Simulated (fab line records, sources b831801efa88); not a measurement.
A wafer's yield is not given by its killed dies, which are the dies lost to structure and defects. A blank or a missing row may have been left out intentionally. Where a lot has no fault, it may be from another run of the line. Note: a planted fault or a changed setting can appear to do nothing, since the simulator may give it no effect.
Tool commonality check / flow sky130 / 12 lots, 36 wafers sampled

REASON IT WAS OPENED
At SKY_SD_N_RS_MEAS_16 the reading SD_N_RS is flagged on 2 of 12 lots. Wafers without a fault read 68.55 ohm/sq, standard deviation 0.13.
Rule: flag the lot when none of its wafers has a number, or when each of its wafers that has one lies beyond 4 standard deviations from that mean. As for the other lots, they are considered sound.

lot=L804; measured=day 29 00:15; on=film metro-02; SD_N_RS (ohm/sq), wafer by wafer=68.45 68.40 68.47; flag=
lot=L805; measured=day 29 14:54; on=film metro-04; SD_N_RS (ohm/sq), wafer by wafer=68.29 68.38 68.52; flag=
lot=L806; measured=day 30 07:07; on=film metro-01; SD_N_RS (ohm/sq), wafer by wafer=68.39 68.55 68.65; flag=
lot=L807; measured=day 30 15:40; on=film metro-02; SD_N_RS (ohm/sq), wafer by wafer=68.81 68.96 68.85; flag=
lot=L809; measured=day 31 03:05; on=film metro-04; SD_N_RS (ohm/sq), wafer by wafer=68.67 68.46 68.61; flag=
lot=L811; measured=day 31 17:23; on=film metro-04; SD_N_RS (ohm/sq), wafer by wafer=68.46 68.55 68.54; flag=
lot=L817; measured=day 33 19:38; on=film metro-04; SD_N_RS (ohm/sq), wafer by wafer=66.48 66.37 66.39; flag=FLAGGED
lot=L819; measured=day 34 12:39; on=film metro-04; SD_N_RS (ohm/sq), wafer by wafer=66.56 66.43 66.57; flag=FLAGGED
lot=L820; measured=day 35 03:44; on=film metro-01; SD_N_RS (ohm/sq), wafer by wafer=68.43 68.60 68.67; flag=
lot=L821; measured=day 35 14:31; on=film metro-02; SD_N_RS (ohm/sq), wafer by wafer=68.59 68.61 68.58; flag=
lot=L824; measured=day 36 07:04; on=film metro-02; SD_N_RS (ohm/sq), wafer by wafer=68.65 68.78 68.64; flag=
lot=L826; measured=day 36 19:05; on=film metro-01; SD_N_RS (ohm/sq), wafer by wafer=68.58 68.45 68.50; flag=
The numbers of the flagged lots are 66.47 ohm/sq on average: -2.08 ohm/sq against the usual, or -16 standard deviations.

TOOL THAT RAN EACH LOT
The record keeps 1 process step preceding the reading, out of 708 steps on the route. Cell contents, in order: the tool; ch with the chambers the sampled wafers went through; the start.
lot=L804; flag=; SKY_SD_N_RTA_14=rtp anneal-01 ch 0, day 29 00:04
lot=L805; flag=; SKY_SD_N_RTA_14=rtp anneal-02 ch 0, day 29 14:41
lot=L806; flag=; SKY_SD_N_RTA_14=rtp anneal-01 ch 0, day 30 06:56
lot=L807; flag=; SKY_SD_N_RTA_14=rtp anneal-02 ch 0, day 30 15:28
lot=L809; flag=; SKY_SD_N_RTA_14=rtp anneal-02 ch 0, day 31 02:55
lot=L811; flag=; SKY_SD_N_RTA_14=rtp anneal-02 ch 0, day 31 17:13
lot=L817; flag=FLAGGED; SKY_SD_N_RTA_14=rtp anneal-02 ch 0, day 33 19:28
lot=L819; flag=FLAGGED; SKY_SD_N_RTA_14=rtp anneal-02 ch 0, day 34 12:29
lot=L820; flag=; SKY_SD_N_RTA_14=rtp anneal-01 ch 0, day 35 03:34
lot=L821; flag=; SKY_SD_N_RTA_14=rtp anneal-01 ch 0, day 35 14:19
lot=L824; flag=; SKY_SD_N_RTA_14=rtp anneal-01 ch 0, day 36 06:53
lot=L826; flag=; SKY_SD_N_RTA_14=rtp anneal-01 ch 0, day 36 18:55
What is done by these steps:
- SKY_SD_N_RTA_14: time 2 s.
- SKY_SD_N_RS_MEAS_16: measures by four-point-probe.

FLAGGED OVER TOTAL, TOOL BY TOOL (the gauges that took the reading come last)
step=SKY_SD_N_RTA_14; tool=rtp anneal-01; lots run=6; flagged=0; share of the flagged lots=none; sound lots run after its first flagged lot=-
step=SKY_SD_N_RTA_14; tool=rtp anneal-02; lots run=6; flagged=2; share of the flagged lots=all; sound lots run after its first flagged lot=0
step=SKY_SD_N_RS_MEAS_16; tool=film metro-01; lots run=3; flagged=0; share of the flagged lots=none; sound lots run after its first flagged lot=-
step=SKY_SD_N_RS_MEAS_16; tool=film metro-02; lots run=4; flagged=0; share of the flagged lots=none; sound lots run after its first flagged lot=-
step=SKY_SD_N_RS_MEAS_16; tool=film metro-04; lots run=5; flagged=2; share of the flagged lots=all; sound lots run after its first flagged lot=0

WHAT IS ALLOWED BY THE TABLE
In 2 table rows, all flagged lots were run: rtp anneal-02 (SKY_SD_N_RTA_14), film metro-04 (SKY_SD_N_RS_MEAS_16).
- rtp anneal-02 at SKY_SD_N_RTA_14 ran 6 lots, 2 of them flagged. It ran its last sound lot, L811, at day 31 17:13 and its first flagged lot, L817, at day 33 19:28: a fault with its onset between the two fits. Its own readings lie more than 4 standard deviations out on every wafer of the flagged lots: wafer_temp_C_max.
- film metro-04 at SKY_SD_N_RS_MEAS_16 ran 5 lots, 2 of them flagged. It ran its last sound lot, L811, at day 31 17:23 and its first flagged lot, L817, at day 33 19:38: a fault with its onset between the two fits.
These 2 tools cannot be told apart by counting lots, since each of them fits a fault that started at some hour. More lots, or a look at what each step does to the wafer, might.

WHAT THE SIMULATOR HAD INSERTED
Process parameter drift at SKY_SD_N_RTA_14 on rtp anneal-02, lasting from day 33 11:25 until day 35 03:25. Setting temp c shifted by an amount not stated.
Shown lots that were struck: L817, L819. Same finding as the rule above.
